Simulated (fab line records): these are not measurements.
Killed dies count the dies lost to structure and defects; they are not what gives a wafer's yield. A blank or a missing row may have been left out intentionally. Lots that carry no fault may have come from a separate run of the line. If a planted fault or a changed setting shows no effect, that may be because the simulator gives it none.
fab line records | flow sky130
record: lots: 11 | wafers: 33 | last-day: 50
route steps=708 shown METAL4@632 VIA4@649 METAL5@662 PAD_OPEN@708
lots with no fault: from the same line, run without faults
start-h: hours from the record's opening day to when the first of the lot's shown wafers began | wait-h: hours since the lot's step before | " unchanged from the row above | L1.1+2: one row covering several wafers at once | - value missing, or start not given | * or withheld: withheld | < > ~ a bound
route shown NAME@n: names a module that has steps shown in the file, with the first one's number in the route | usual: mean/standard deviation taken from wafers without a fault | same: alike in all rows | chamber/n: place in a boat | sites: readings site by site | _std_site: standard deviation of those values | _edge_site: the outer-site mean with the inner-site mean subtracted | radius-mm: for every site, how far away it sits from the centre of the wafer | mask NAME#n: copy n | behind: tool/chamber where the wafer was last shaped | hold: reason for holding the lot/hours on hold/outcome of the hold | device: whichever transistor did not switch (one of n, p or np) | end of line: tests run on the same wafers once the route is complete | a step given without rows: its recipe and nothing more | killed: dies lost to structure and defects at the first sort, not the wafer's yield | map: a wafer's dies, marking killed ones x, the rest . and places with no die _
set.NAME: setting as actually run; set.NAME@STEP: the setting as run at that earlier step | model.NAME: the simulator's own value behind a step, which no gauge read
the route's steps for a sample of lots (tables are steps, rows are wafers)
services: a tool's chamber out of use, with start hour (start-h, from the record's first day; less than 0 if before it), hours out, and reason
== steps ==
step: SKY_METAL4_ETCH_16
recipe: chemistry: N2/H2 | target: BARC | ion-energy-ev: 200 | bias-w: 100 | pressure-mtorr: 30 | n2-flow-sccm: 100 | h2-flow-sccm: 200 | icp-w: 500 | stop-on: SiO2 | time-s: 88.2 | target-depth-a: 600
usual: drypump-motor-current-A: 5.7/0.48 | n2-flow-sccm: 100.0/0.32 | oes-product-au: 0.625/0.0044 | throttle-valve-pct: 13.205/0.0091
lot.wafer | tool         | chamber | start-h | wait-h | drypump-motor-current-A | n2-flow-sccm | oes-product-au | rf-hours-counter-h | throttle-valve-pct
L834.1    | rie-metal-03 | 0       | 993.02  | 0.0    | 5.7                     | 99.6         | 0.623          | 9                  | 13.184
L834.5    | "            | 0       | "       | "      | 5.8                     | 99.8         | 0.622          | -                  | 13.202
L834.6    | "            | 1       | "       | "      | 5.5                     | 100.0        | 0.630          | -                  | 13.197
L835.2    | rie-metal-01 | 0       | 1002.27 | 0.0    | 5.1                     | 100.2        | 0.626          | 19                 | 13.179
L835.3    | "            | 0       | "       | "      | 5.1                     | 99.4         | 0.630          | -                  | 13.208
L835.5    | "            | 0       | "       | "      | 5.1                     | 99.6         | 0.630          | -                  | 13.208
L836.1    | rie-metal-01 | 0       | 1016.21 | 0.0    | 5.1                     | 100.2        | 0.621          | 20                 | 13.178
L836.4    | "            | 1       | "       | "      | 6.2                     | 100.1        | 0.619          | -                  | 13.208
L836.5    | "            | 1       | "       | "      | 6.2                     | 100.3        | 0.622          | -                  | 13.201
L837.1    | rie-metal-01 | 1       | 1019.06 | 0.1    | 6.3                     | 100.2        | 0.624          | 15                 | 13.209
L837.2    | "            | 1       | "       | "      | 6.3                     | 100.0        | 0.625          | -                  | 13.204
L837.6    | "            | 1       | "       | "      | 6.3                     | 100.2        | 0.617          | -                  | 13.192
L839.1    | rie-metal-03 | 0       | 1039.33 | 0.0    | 5.7                     | 99.8         | 0.626          | 12                 | 13.209
L839.3    | "            | 0       | "       | "      | 5.8                     | 99.7         | 0.623          | -                  | 13.207
L839.5    | "            | 1       | "       | "      | 5.5                     | 99.6         | 0.626          | -                  | 13.199
L847.2    | rie-metal-01 | 0       | 1089.18 | 0.0    | 5.1                     | 100.0        | 0.628          | 24                 | 13.203
L847.3    | "            | 0       | "       | "      | 5.1                     | 99.8         | 0.627          | -                  | 13.202
L847.5    | "            | 0       | "       | "      | 5.1                     | 99.6         | 0.620          | -                  | 13.205
L848.2    | rie-metal-03 | 1       | 1104.63 | 0.0    | 5.5                     | 100.0        | 0.623          | 14                 | 13.206
L848.3    | "            | 0       | "       | "      | 5.7                     | 100.0        | 0.630          | -                  | 13.212
L848.4    | "            | 1       | "       | "      | 5.5                     | 100.0        | 0.623          | -                  | 13.206
L852.3    | rie-metal-01 | 1       | 1109.19 | 0.0    | 6.3                     | 100.3        | 0.625          | -                  | 13.193
L852.4    | "            | 0       | "       | "      | 5.1                     | 100.7        | 0.623          | -                  | 13.199
L852.6    | "            | 0       | "       | "      | 5.1                     | 100.1        | 0.626          | -                  | 13.222
L854.1    | rie-metal-03 | 0       | 1120.38 | 0.0    | 5.8                     | 100.2        | 0.618          | 17                 | 13.214
L854.2    | "            | 1       | "       | "      | 5.5                     | 100.6        | 0.630          | 16                 | 13.215
L854.5    | "            | 0       | "       | "      | 5.7                     | 100.1        | 0.629          | -                  | 13.209
L853.1    | rie-metal-01 | 0       | 1122.38 | 0.0    | 5.1                     | 100.0        | 0.627          | 27                 | 13.200
L853.4    | "            | 0       | "       | "      | 5.1                     | 100.3        | 0.631          | -                  | 13.202
L853.6    | "            | 0       | "       | "      | 5.1                     | 99.9         | 0.629          | -                  | 13.196
L855.1    | rie-metal-02 | 0       | 1128.01 | 0.0    | 5.4                     | 100.6        | 0.620          | 18                 | 13.206
L855.2    | "            | 1       | "       | "      | 6.5                     | 100.0        | 0.621          | 20                 | 13.199
L855.4    | "            | 0       | "       | "      | 5.4                     | 100.3        | 0.635          | -                  | 13.212
step: SKY_VIA4_DEVELOP_10
recipe: resist: NOVOLAK | developer: TMAH | develop-time-s: 60 | dev-temp-c: 23
usual: developer-temp-C: 22.99/0.098
lot.wafer | tool           | chamber | start-h | wait-h | developer-temp-C
L834.1    | litho-track-01 | 0       | 1018.14 | 0.1    | 23.03
L834.5    | "              | 0       | "       | "      | 22.99
L834.6    | "              | 0       | "       | "      | 23.02
L835.2    | litho-track-01 | 0       | 1026.26 | 0.1    | 22.95
L835.3    | "              | 0       | "       | "      | 23.14
L835.5    | "              | 0       | "       | "      | 23.08
L836.1    | litho-track-03 | 0       | 1040.17 | 0.1    | 23.01
L836.4    | "              | 0       | "       | "      | 22.91
L836.5    | "              | 0       | "       | "      | 22.93
L837.1    | litho-track-03 | 0       | 1044.02 | 0.1    | 25.42
L837.2    | "              | 0       | "       | "      | 25.26
L837.6    | "              | 0       | "       | "      | 25.28
L839.1    | litho-track-03 | 0       | 1062.92 | 0.1    | 25.41
L839.3    | "              | 0       | "       | "      | 25.34
L839.5    | "              | 0       | "       | "      | 25.26
L847.2    | litho-track-01 | 0       | 1110.46 | 0.1    | 22.99
L847.3    | "              | 0       | "       | "      | 23.03
L847.5    | "              | 0       | "       | "      | 23.02
L848.2    | litho-track-03 | 0       | 1126.19 | 0.1    | 22.94
L848.3    | "              | 0       | "       | "      | 22.89
L848.4    | "              | 0       | "       | "      | 22.98
L852.3    | litho-track-03 | 0       | 1129.87 | 0.1    | 23.00
L852.4    | "              | 0       | "       | "      | 22.91
L852.6    | "              | 0       | "       | "      | 23.04
L854.1    | litho-track-04 | 0       | 1140.00 | 0.1    | 23.00
L854.2    | "              | 0       | "       | "      | 22.87
L854.5    | "              | 0       | "       | "      | 23.04
L853.1    | litho-track-03 | 0       | 1142.72 | 0.1    | 23.02
L853.4    | "              | 0       | "       | "      | 22.97
L853.6    | "              | 0       | "       | "      | 23.14
L855.1    | litho-track-03 | 0       | 1147.92 | 0.1    | 22.98
L855.2    | "              | 0       | "       | "      | 22.97
L855.4    | "              | 0       | "       | "      | 22.90
step: SKY_VIA4_CMP_21
recipe: stop-on: SiO2 | t-overpolish-s: 25 | down-force-psi: 3.5 | platen-rpm: 60 | target-thk-nm: 0 | pad-velocity-m-s: 0.94248
usual: motor-current-A: 11.2/0.6 | overpolish-run-s: 25.000/0.0084 | slurry-flow-ml-min: 150.0/0.46 | time-to-endpoint-s: 125/5.4
lot.wafer | tool   | chamber | start-h | wait-h | motor-current-A | overpolish-run-s | slurry-flow-ml-min | time-to-endpoint-s
L834.1    | cmp-02 | 2       | 1019.43 | 0.1    | 11.5            | 25.013           | 149.7              | 118
L834.6    | "      | 1       | "       | "      | 11.1            | 25.002           | 149.9              | 120
L834.5    | "      | 2       | "       | "      | 11.4            | 24.989           | 149.7              | 117
L835.3    | cmp-01 | 1       | 1027.55 | 0.1    | 10.5            | 25.014           | 150.3              | 127
L835.2    | "      | 3       | "       | "      | 12.0            | 24.999           | 149.8              | 117
L835.5    | "      | 2       | "       | "      | 11.4            | 24.995           | 149.3              | 125
L836.1    | cmp-01 | 2       | 1041.47 | 0.1    | 11.0            | 25.009           | 149.5              | 122
L836.4    | "      | 3       | "       | "      | 11.6            | 24.987           | 150.1              | 119
L836.5    | "      | 1       | "       | "      | 11.1            | 24.995           | 150.1              | 125
L837.2    | cmp-02 | 0       | 1045.36 | 0.1    | 10.7            | 25.006           | 151.0              | 125
L837.1    | "      | 1       | "       | "      | 11.1            | 24.992           | 149.6              | 123
L837.6    | "      | 3       | "       | "      | 12.0            | 24.998           | 149.3              | 113
L839.3    | cmp-01 | 3       | 1064.41 | 0.2    | 12.1            | 25.000           | 150.5              | 118
L839.1    | "      | 0       | "       | "      | 10.4            | 25.004           | 149.9              | 134
L839.5    | "      | 1       | "       | "      | 10.3            | 25.013           | 150.5              | 133
L847.3    | cmp-01 | 0       | 1111.94 | 0.3    | 10.3            | 25.000           | 150.0              | 129
L847.2    | "      | 1       | "       | "      | 11.1            | 25.000           | 150.8              | 127
L847.5    | "      | 3       | "       | "      | 12.3            | 24.995           | 149.8              | 120
L848.3    | cmp-01 | 2       | 1127.41 | 0.0    | 10.8            | 24.984           | 149.6              | 130
L848.2    | "      | 3       | "       | "      | 11.6            | 25.004           | 150.4              | 125
L848.4    | "      | 1       | "       | "      | 10.8            | 24.999           | 150.2              | 134
L852.4    | cmp-02 | 3       | 1131.53 | 0.5    | 12.0            | 25.005           | 149.2              | 120
L852.3    | "      | 0       | "       | "      | 11.1            | 25.009           | 149.6              | 122
L852.6    | "      | 3       | "       | "      | 11.9            | 25.004           | 149.7              | 127
L854.1    | cmp-02 | 1       | 1141.51 | 0.2    | 11.4            | 25.005           | 150.2              | 122
L854.2    | "      | 2       | "       | "      | 11.1            | 24.992           | 149.1              | 118
L854.5    | "      | 0       | "       | "      | 11.4            | 24.986           | 150.1              | 122
L853.1    | cmp-02 | 3       | 1144.01 | 0.1    | 12.4            | 24.996           | 150.1              | 120
L853.4    | "      | 1       | "       | "      | 11.1            | 24.984           | 149.2              | 133
L853.6    | "      | 3       | "       | "      | 11.9            | 25.008           | 150.2              | 127
L855.2    | cmp-02 | 1       | 1149.16 | 0.0    | 11.5            | 25.010           | 149.8              | 125
L855.1    | "      | 2       | "       | "      | 11.6            | 25.003           | 149.7              | 119
L855.4    | "      | 0       | "       | "      | 10.8            | 24.995           | 150.4              | 125
step: SKY_METAL5_SPUTTER_01
recipe: material: TiN | target-thk-nm: 20 | power-w: 6500 | time-s: 16.7 | chamber-pressure-pa: 0.4
usual: cathode-dc-power-W: 6500.1/1.2 | throttle-valve-pct: 30.1/1.1
lot.wafer | tool           | chamber | start-h | wait-h | cathode-dc-power-W | throttle-valve-pct
L834.1    | pvd-sputter-04 | -       | 1019.70 | 0.0    | 6498.8             | 29.0
L834.5    | "              | -       | "       | "      | 6500.5             | 29.4
L834.6    | "              | -       | "       | "      | 6500.8             | 27.0
L835.2    | pvd-sputter-01 | -       | 1027.87 | 0.0    | 6499.2             | 31.0
L835.3    | "              | -       | "       | "      | 6501.1             | 31.3
L835.5    | "              | -       | "       | "      | 6500.6             | 31.2
L836.1    | pvd-sputter-01 | -       | 1041.74 | 0.0    | 6497.9             | 31.1
L836.4    | "              | -       | "       | "      | 6500.1             | 29.8
L836.5    | "              | -       | "       | "      | 6497.9             | 30.2
L837.1    | pvd-sputter-03 | -       | 1045.58 | 0.0    | 6500.6             | 29.6
L837.2    | "              | -       | "       | "      | 6500.7             | 30.3
L837.6    | "              | -       | "       | "      | 6499.5             | 29.6
L839.1    | pvd-sputter-01 | -       | 1064.63 | 0.0    | 6500.2             | 29.5
L839.3    | "              | -       | "       | "      | 6499.1             | 30.9
L839.5    | "              | -       | "       | "      | 6500.9             | 30.1
L847.2    | pvd-sputter-04 | -       | 1112.21 | 0.0    | 6501.5             | 28.5
L847.3    | "              | -       | "       | "      | 6501.1             | 27.3
L847.5    | "              | -       | "       | "      | 6499.9             | 28.7
L848.2    | pvd-sputter-03 | -       | 1127.74 | 0.0    | 6500.0             | 30.2
L848.3    | "              | -       | "       | "      | 6501.1             | 30.0
L848.4    | "              | -       | "       | "      | 6500.4             | 29.7
L852.3    | pvd-sputter-04 | -       | 1131.81 | 0.0    | 6500.7             | 29.5
L852.4    | "              | -       | "       | "      | 6502.8             | 28.8
L852.6    | "              | -       | "       | "      | 6503.0             | 27.3
L854.1    | pvd-sputter-03 | -       | 1141.78 | 0.0    | 6501.4             | 29.7
L854.2    | "              | -       | "       | "      | 6500.9             | 30.3
L854.5    | "              | -       | "       | "      | 6500.6             | 29.7
L853.1    | pvd-sputter-04 | -       | 1144.29 | 0.0    | 6498.8             | 27.1
L853.4    | "              | -       | "       | "      | 6501.9             | 28.7
L853.6    | "              | -       | "       | "      | 6503.1             | 32.7
L855.1    | pvd-sputter-03 | -       | 1149.49 | 0.0    | 6500.5             | 29.6
L855.2    | "              | -       | "       | "      | 6499.8             | 30.9
L855.4    | "              | -       | "       | "      | 6499.3             | 29.8
step: SKY_PAD_OPEN_PROBE_99
usual: defect-limited-yield: 82.3/2 | killed_at_M0_to_M3: 45/7.5 | killed_at_M4_up: 3.2/1.8 | killed-at-contacts: 24/4.9 | killed-at-front-end: 15/4.4 | killed-at-other: 0.3/0.54 | killed-dies: 87/9.8 | killed-open: 47/6.4 | killed-short: 40/6.5 | sort_bin_3_pad_short: 0.9/0.44 | sort_bin_5_function: 10.5/1.5 | sort_bin_6_memory: 6.3/1.2 | sort-n-pass: 405/9.8 | sort-yield-pct: 82.3/2
same: gross-dies: 492 | killed-at-back-side: 0 | sort_bin_4_leakage[%]: 0 | sort_bin_8_speed[%]: 0
lot.wafer | tool      | chamber | start-h | wait-h | defect-limited-yield[%] | killed_at_M0_to_M3 | killed_at_M4_up | killed-at-contacts | killed-at-front-end | killed-at-other | killed-dies | killed-open | killed-short | sort_bin_3_pad_short[%] | sort_bin_5_function[%] | sort_bin_6_memory[%] | sort-n-pass | sort-yield-pct[%]
L835.2    | prober-02 | -       | 1096.70 | 0.1    | 82.7                    | 45                 | 6               | 20                 | 14                  | 0               | 85          | 47          | 38           | 1.0                     | 11.0                   | 5.3                  | 407         | 82.7
L835.3    | prober-02 | -       | 1096.75 | 0.2    | 84.8                    | 36                 | 2               | 17                 | 20                  | 0               | 75          | 43          | 32           | 0.8                     | 10.0                   | 4.5                  | 417         | 84.8
L835.5    | prober-02 | -       | 1096.85 | 0.2    | 78.3                    | 47                 | 4               | 28                 | 28                  | 0               | 107         | 60          | 47           | 0.8                     | 10.4                   | 10.6                 | 385         | 78.3
L836.1    | prober-01 | -       | 1108.31 | 0.1    | 84.8                    | 41                 | 0               | 22                 | 11                  | 1               | 75          | 50          | 25           | 1.0                     | 10.0                   | 4.3                  | 417         | 84.8
L836.4    | prober-01 | -       | 1108.46 | 0.2    | 83.5                    | 45                 | 5               | 22                 | 9                   | 0               | 81          | 48          | 33           | 0.6                     | 10.2                   | 5.7                  | 411         | 83.5
L836.5    | prober-01 | -       | 1108.51 | 0.2    | 84.6                    | 38                 | 4               | 23                 | 11                  | 0               | 76          | 49          | 27           | 0.8                     | 7.5                    | 7.1                  | 416         | 84.6
L847.2    | prober-02 | -       | 1171.61 | 0.1    | 82.1                    | 51                 | 2               | 20                 | 15                  | 0               | 88          | 47          | 40           | 0.8                     | 9.6                    | 7.5                  | 404         | 82.1
L847.3    | prober-02 | -       | 1171.66 | 0.2    | 79.5                    | 57                 | 5               | 23                 | 15                  | 1               | 101         | 53          | 48           | 0.8                     | 13.8                   | 5.9                  | 391         | 79.5
L847.5    | prober-02 | -       | 1171.76 | 0.2    | 84.8                    | 34                 | 4               | 24                 | 12                  | 1               | 75          | 41          | 34           | 0.4                     | 8.5                    | 6.3                  | 417         | 84.8
killed by level:class
L835.2 VIA1:geometric-particle:open=14 VIA2:geometric-particle:open=8 LI_CONTACT:geometric-particle:open=7 FIELD_ISO:geometric-particle:short=5 VIA1:geometric-particle:short=5 CONTACT:geometric-particle:open=4 CONTACT:geometric-particle:short=4 METAL3:geometric-particle:short=4
L835.3 VIA1:geometric-particle:open=12 CONTACT:geometric-particle:open=6 VIA3:geometric-particle:open=6 FIELD_ISO:geometric-particle:short=5 POLY_GATE:geometric-particle:short=5 LI_CONTACT:geometric-particle:open=4 CONTACT:geometric-particle:short=4 VIA2:geometric-particle:open=4
L835.5 POLY_GATE:geometric-particle:open=9 CONTACT:geometric-particle:open=9 VIA1:geometric-particle:open=8 FIELD_ISO:geometric-particle:open=7 VIA1:geometric-particle:short=6 METAL1:geometric-particle:short=6 VIA2:geometric-particle:open=6 LI_CONTACT:geometric-particle:open=5
L836.1 VIA1:geometric-particle:open=15 CONTACT:geometric-particle:open=13 LI_CONTACT:geometric-particle:open=7 VIA1:geometric-particle:short=5 METAL2:geometric-particle:short=4 SPACER:geometric-particle:open=3 METAL2:geometric-particle:open=3 VIA2:geometric-particle:short=3
L836.4 VIA1:geometric-particle:open=11 LI_CONTACT:geometric-particle:open=9 VIA2:geometric-particle:open=8 CONTACT:geometric-particle:open=7 METAL1:geometric-particle:short=5 METAL2:geometric-particle:open=5 METAL4:geometric-particle:short=5 POLY_GATE:geometric-particle:short=4
L836.5 VIA1:geometric-particle:open=14 CONTACT:geometric-particle:open=10 LI_CONTACT:geometric-particle:open=5 CONTACT:geometric-particle:short=5 VIA2:geometric-particle:open=5 METAL2:geometric-particle:short=4 VIA3:geometric-particle:open=4 METAL4:geometric-particle:short=3
L847.2 VIA1:geometric-particle:open=17 VIA1:geometric-particle:short=7 CONTACT:geometric-particle:short=6 CONTACT:geometric-particle:open=6 VIA2:geometric-particle:open=5 VIA2:geometric-particle:short=5 VIA3:geometric-particle:open=5 FIELD_ISO:geometric-particle:short=4
L847.3 VIA1:geometric-particle:open=14 VIA2:geometric-particle:open=10 LOCAL_INTERCONNECT:geometric-particle:short=7 CONTACT:geometric-particle:open=7 METAL1:geometric-particle:short=6 VIA1:geometric-particle:short=5 VIA3:geometric-particle:open=5 FIELD_ISO:geometric-particle:short=4
L847.5 CONTACT:geometric-particle:open=11 VIA3:geometric-particle:open=7 LI_CONTACT:geometric-particle:open=5 LOCAL_INTERCONNECT:geometric-particle:short=5 VIA1:geometric-particle:open=5 METAL2:geometric-particle:short=5 METAL1:geometric-particle:short=4 VIA2:geometric-particle:short=4
== services ==
tool           | chamber | start-h | hours | kind
cmp-01         | -       | 984.10  | 5.1   | pm
pvd-sputter-03 | -       | 996.32  | 3.9   | repair
rie-metal-01   | -       | 1003.06 | 2.8   | pm
rie-metal-01   | 0       | 1017.56 | 19.1  | repair
pvd-sputter-03 | -       | 1021.40 | 2.0   | repair
cmp-02         | -       | 1026.24 | 4.2   | pm
pvd-sputter-01 | -       | 1031.02 | 10.1  | repair
cmp-02         | -       | 1064.03 | 4.5   | pm
pvd-sputter-04 | -       | 1070.35 | 13.2  | repair
pvd-sputter-03 | -       | 1091.30 | 2.6   | repair
pvd-sputter-01 | -       | 1091.68 | 1.6   | repair
cmp-02         | -       | 1094.83 | 0.7   | repair
cmp-01         | -       | 1103.89 | 4.0   | pm
cmp-01         | -       | 1107.89 | -     | consumable-replace:conditioner
cmp-01         | -       | 1107.89 | -     | consumable-replace:pad
cmp-01         | -       | 1130.67 | 1.5   | repair
== key ==
first-sign: step: SKY_VIA4_DEVELOP_10 | reading: developer-temp-C | direction: up | sigmas: 24 | usual: * | struck: *
effect none on later readings
met-at SKY_VIA4_DEVELOP_10
struck-lots L837,L839
not-acting-at SKY_METAL4_ETCH_16,SKY_VIA4_CMP_21,SKY_METAL5_SPUTTER_01
onset-between 1040.17 1044.02
fault: kind: process-parameter-drift | tool: litho-track-03 | chamber: - | onset-h: 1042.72 | steps: SKY_VIA4_DEVELOP_10 | channel: dev-temp-c | offset: * | shape: step | end-h: 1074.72 | acts-in: * | stated: *
